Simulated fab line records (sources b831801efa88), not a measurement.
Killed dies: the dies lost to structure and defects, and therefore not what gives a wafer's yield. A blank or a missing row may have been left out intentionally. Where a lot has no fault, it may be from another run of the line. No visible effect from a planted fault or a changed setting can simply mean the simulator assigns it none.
Matching of chambers | flow sky130 | cmp-01 running SKY_VIA4_CMP_21: 4 sister chambers
The step polishes, stops on SiO2, t overpolish 25 s, target thk 0 nm. 8 wafers are shown with their chamber, then 12 later ones without.

## EACH WAFER AND ITS CHAMBER
wafer  | chamber | motorCurrentA (A) | overpolishRunS (s)
L083.5 | 1       | 11.3              | 24.977
L089.6 | 2       | 11.1              | 25.001
L086.3 | 1       | 10.6              | 25.006
L088.3 | 0       | 10.2              | 24.995
L088.5 | 3       | 10.9              | 24.989
L091.2 | 3       | 11.6              | 25.001
L091.3 | 0       | 9.4               | 24.996
L091.4 | 2       | 10.9              | 25.008

## WAFERS WHOSE CHAMBER IS MISSING
wafer  | motorCurrentA (A) | overpolishRunS (s)
L093.1 | 11.3              | 25.000
L093.3 | 11.5              | 24.991
L093.6 | 11.7              | 24.995
L094.1 | 11.7              | 25.010
L094.4 | 11.3              | 24.998
L094.6 | 11.6              | 24.999
L095.2 | 11.9              | 25.006
L095.3 | 11.2              | 25.004
L095.6 | 10.6              | 25.019
L097.1 | 12.0              | 25.004
L097.4 | 9.4               | 24.996
L097.6 | 9.3               | 24.998

## WHICH CHAMBER EACH WENT THROUGH
wafer  | from the rows above               | in truth
L093.1 | can't be placed: 3 or 2 or 1      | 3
L093.3 | can't be placed: 3 or 1 or 2      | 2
L093.6 | can't be placed: 3 or 1 or 2      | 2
L094.1 | can't be placed: 2 or 3 or 1      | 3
L094.4 | can't be placed: 3 or 2 or 1      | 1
L094.6 | can't be placed: 3 or 2 or 1      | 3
L095.2 | can't be placed: 3 or 2 or 1      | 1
L095.3 | can't be placed: 2 or 3 or 1      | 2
L095.6 | can't be placed: 2 or 1 or 3 or 0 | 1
L097.1 | can't be placed: 3 or 2 or 1      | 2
L097.4 | 0                                 | 0
L097.6 | 0                                 | 0
Placed correctly: 2 of 12. Can't be placed from these rows: 10 (the true chamber is among the candidates in 10). Placed wrongly: 0.
How it was worked out, from the rows above alone: a wafer's distance from a chamber is the root of the sum, over the readings, of the square of ((its reading less the chamber's mean) divided by the reading's scatter). If the next closest chamber is less than 2 further off than the closest, the wafer can't be placed; otherwise it belongs to the closest. A chamber's mean is the mean of its shown wafers. How the scatter is found: for the shown wafers, subtract from each reading the mean of its chamber, square and add these, divide the total by (wafers less chambers), then take the root.
